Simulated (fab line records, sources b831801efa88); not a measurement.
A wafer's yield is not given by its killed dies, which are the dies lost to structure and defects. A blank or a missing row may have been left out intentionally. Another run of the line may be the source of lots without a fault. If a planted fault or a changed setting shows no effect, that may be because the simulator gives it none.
A struck lot beside a sound one | flow sky130 | 15 steps out of a route of 708
Sound: these wafers, L490.3, L490.4, L490.6. Struck: wafers L489.2, L489.4, L489.6. The cause comes at the end.
Order at every step that has rows: each side's tool, ch and its chambers, its first start. Under that, the readings that differ: sound wafers | struck wafers | difference of the means | sigmas: that difference in standard deviations of wafers without a fault.
alike: a reading whose means differ by less than 2 such deviations, as well as words and numbers matching on both sides. not compared: withheld readings; readings where some wafer has no value; bounds like >300 that might hide an equal value; numbers whose values overlap and for which the record gives no deviation.
A row with sigmas, a row that says differs or no value, or rows on one side alone: a step with any of these is where the two part. Non-overlapping numbers with no deviation appear without sigmas and do not part them. A reading that every wafer of one side lacks parts them only if that side has two wafers or more.

SKY_LDD_HVN_OVL_MEAS_07:
  struck on overlay-01, day 26 01:07; sound on overlay-01, day 26 06:19
  alike: LDD_HVN_OVL
after that, 1 step had no rows for these wafers: SKY_LDD_HVN_IMPLANT_08.
SKY_LDD_HVN_STRIP_09: strips in O2/N2.
  sound on plasma-asher-04 ch 0,1, day 26 06:32; struck on plasma-asher-03 ch 0,1, day 26 01:18
  alike: drypump-motor-current-A, oes-product-au, strip-time-to-endpoint-s
  not compared: rf-hours-counter-h
SKY_LDD_HVN_TW_MEAS_10:
  struck on film-metro-03, day 26 01:25; sound on film-metro-02, day 26 06:37
  alike: LDD_HVN_TW
then, 7 steps without rows for these wafers: SKY_LDD_HVP_DEHYDRATE_00 (time 60 s); SKY_LDD_HVP_HMDS_01 (prime time 60 s); SKY_LDD_HVP_COAT_02 (resist thk 300 nm); SKY_LDD_HVP_SOFTBAKE_03 (time 60 s); SKY_LDD_HVP_EXPOSE_04 (exposes mask HVPTM, target cd 700 nm); SKY_LDD_HVP_PEB_05; SKY_LDD_HVP_DEVELOP_06 (develop time 60 s).
SKY_LDD_HVP_OVL_MEAS_07:
  struck on overlay-02, day 27 05:55; sound on overlay-02, day 27 10:34
  alike: LDD_HVP_OVL
SKY_LDD_HVP_IMPLANT_08:
  sound on implanter-03 ch 0, day 27 10:39; struck on implanter-01 ch 0, day 27 05:58
  reading            | sound                            | struck                         | difference  | sigmas
  dose-ions-cm2      | 1.6982e+13 1.6989e+13 1.6971e+13 | 1.4818e+13 1.48e+13 1.4821e+13 | -2.1677e+12 | -99 or more
  faraday-current-uA | 98.5 98.1 96.1                   | 81.9 82.5 84.1                 | -14.7       | -7
SKY_LDD_HVP_STRIP_09: strips in O2/N2.
  sound on plasma-asher-01 ch 0,1, day 27 10:47; struck on plasma-asher-01 ch 0,1, day 27 06:06
  alike: drypump-motor-current-A, oes-product-au, strip-time-to-endpoint-s
  not compared: rf-hours-counter-h
-- record jumps: 22 days separate the struck wafers' starts on either side; left off in module LDD_HVP, taken up again in module PAD_OPEN, whose first shown step is the route's number 708 --
SKY_PAD_OPEN_PROBE_99:
  struck on prober-01, day 49 14:02; sound on prober-02, day 49 16:11
  reading                        | sound          | struck         | difference | sigmas
  killed_at_M4_up                | 5 8 3          | 0 3 2          | -4         | -2
  model.etest.tip_p_5v.rs-ohm-sq | 2874 2873 2874 | 3166 3150 3161 | +285       |
  alike: killed_at_M0_to_M3, killed-at-contacts, killed-at-front-end, killed-at-other, killed-dies, killed-open, killed-short

## WHERE THEY PART
Earliest at SKY_LDD_HVP_IMPLANT_08; latest, in this record, at SKY_PAD_OPEN_PROBE_99.

WHY: what had been put in by the simulator
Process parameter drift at SKY_LDD_HVP_IMPLANT_08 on implanter-01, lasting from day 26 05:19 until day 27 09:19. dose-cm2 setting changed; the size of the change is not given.
